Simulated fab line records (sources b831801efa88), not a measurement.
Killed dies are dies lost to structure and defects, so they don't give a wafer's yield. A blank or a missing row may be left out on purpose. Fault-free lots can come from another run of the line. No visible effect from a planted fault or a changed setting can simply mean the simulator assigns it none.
Which of the tools did it? + flow gf180mcu + 12 lots with 36 wafers sampled at 2 steps, on a route of 602 steps

## WHAT EACH GAUGE READ, for each wafer
GF_M5_CD_MEAS_07: the cd target is 280 nm. Usual: 279.8 nm for cd-nm, sd 1.1.
| lot  | measured     | on        | cd-nm (nm)        | flag |
|------|--------------|-----------|-------------------|------|
| L890 | day 26 03:17 | cd-sem-01 | 280.7 280.9 280.0 |      |
| L891 | day 26 12:53 | cd-sem-01 | 278.1 278.9 278.3 |      |
| L895 | day 27 20:52 | cd-sem-01 | 279.1 280.8 280.7 |      |
| L896 | day 28 05:37 | cd-sem-02 | 279.5 278.3 279.2 |      |
| L897 | day 28 18:59 | cd-sem-01 | 279.3 280.4 280.2 |      |
| L900 | day 29 13:45 | cd-sem-02 | 281.5 281.3 281.4 |      |
| L902 | day 30 03:49 | cd-sem-01 | 278.6 278.8 277.6 |      |
| L905 | day 30 21:16 | cd-sem-01 | 280.1 279.8 279.4 |      |
| L906 | day 31 02:01 | cd-sem-02 | 279.3 279.3 279.1 |      |
| L907 | day 31 05:53 | cd-sem-01 | 276.9 277.0 277.9 |      |
| L912 | day 32 15:43 | cd-sem-02 | 279.1 280.9 279.9 |      |
| L913 | day 32 17:01 | cd-sem-01 | 281.1 279.3 280.2 |      |

GF_V5_THK_MEAS_01. Usual: V5_CVD_00_THK 301 nm, standard deviation 3.1.
| lot  | measured     | on            | V5_CVD_00_THK (nm) | flag |
|------|--------------|---------------|--------------------|------|
| L890 | day 26 04:10 | film-metro-01 | 298 302 298        |      |
| L891 | day 26 13:49 | film-metro-04 | 303 297 302        |      |
| L895 | day 27 21:46 | film-metro-04 | 308 301 306        |      |
| L896 | day 28 06:31 | film-metro-04 | 301 301 305        |      |
| L897 | day 28 19:55 | film-metro-03 | 303 306 307        |      |
| L900 | day 29 14:39 | film-metro-03 | 301 304 304        |      |
| L902 | day 30 04:52 | film-metro-04 | 302 307 302        |      |
| L905 | day 30 22:10 | film-metro-01 | 304 304 297        |      |
| L906 | day 31 02:53 | film-metro-01 | 299 299 301        |      |
| L907 | day 31 06:46 | film-metro-03 | 305 301 303        |      |
| L912 | day 32 17:03 | film-metro-04 | 300 301 301        |      |
| L913 | day 32 17:55 | film-metro-03 | 302 300 304        |      |

## WHAT TOOL EACH LOT RAN ON (gives the tool, then ch and the chambers of the sampled wafers, and finally the start)
The record holds no process step before these readings.

## WHAT THE TOOLS THEMSELVES READ (means of the sampled wafers that have a number; where no wafer has one, the mark that the record gives instead)
The record holds no such reading with a usual standard deviation.

## THE ANSWER, worked out from the rows above alone
Rule: a lot counts as off when the mean over its wafers that have a number is more than 3 standard deviations away from the usual mean. Also off: a lot with no number at a reading for which 4 or more lots have one. All remaining lots with rows at the step are treated as sound. Order of review: gauges by route order, followed by the tools' own readings, for which a lot's mean as printed above is used. At the first step where some lot is off, the reading lying furthest off is the one used; lots without a number count as furthest.
No lot is off at any reading shown: from this, nothing can be told.

## WHAT THE SIMULATOR PUT IN
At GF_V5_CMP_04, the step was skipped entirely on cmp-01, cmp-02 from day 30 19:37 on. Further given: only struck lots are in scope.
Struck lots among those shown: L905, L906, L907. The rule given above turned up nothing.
